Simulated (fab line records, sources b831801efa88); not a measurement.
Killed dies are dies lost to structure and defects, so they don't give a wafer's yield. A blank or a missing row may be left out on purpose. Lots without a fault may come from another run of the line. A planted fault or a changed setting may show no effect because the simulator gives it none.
One fault seen from 2 desks | flow sky130 | each desk has only its own numbers; what lay behind them comes last

THE METROLOGY DESK
What the gauges read, lot by lot, whatever tool the lot ran on: means of the sampled wafers that have a number. A lot is out of limits, marked OUT, if its mean lies more than 4 standard deviations from the usual mean; the brackets give that distance.
Columns: A = CONTACT_W_RS at SKY_CONTACT_RS_MEAS_25, usual 0.336 ohm/sq; B = CONTACT_W_THK at SKY_CONTACT_THK_MEAS_26, usual 336 nm
lot  | first seen here | A     | B
L591 | day 33 05:29    | 0.342 | 329
L595 | day 34 05:58    | 0.339 | 335
L599 | day 35 19:32    | 0.330 | 338
L600 | day 35 21:58    | 0.335 | 341
L601 | day 36 01:05    | 0.337 | 335
L609 | day 40 03:42    | 0.337 | 333
This desk's finding: nothing out of limits on any of the 6 lots.

THE TOOL OWNER'S DESK: pvd_sputter-02
The tool's own readings at SKY_METAL1_SPUTTER_01 (material TiN, target thk 20 nm, time 16.7 s): means of the sampled wafers that have a number, for each lot that ran on this tool. A lot is out of limits, marked OUT, if its mean lies more than 4 standard deviations from the usual mean; the brackets give that distance.
Columns: A = throttle_valve_pct at SKY_METAL1_SPUTTER_01, usual 29.5 %
lot  | first seen here | A
L591 | day 33 05:59    | 28.6
L595 | day 34 06:28    | 28.6
L599 | day 35 20:03    | 29.3
L601 | day 36 01:35    | 28.6
This desk's finding: nothing out of limits on any of the 4 lots.

PUT TOGETHER
The metrology desk saw nothing out of limits.
The tool owner's desk saw nothing out of limits.

WHAT THE SIMULATOR HAD PUT IN
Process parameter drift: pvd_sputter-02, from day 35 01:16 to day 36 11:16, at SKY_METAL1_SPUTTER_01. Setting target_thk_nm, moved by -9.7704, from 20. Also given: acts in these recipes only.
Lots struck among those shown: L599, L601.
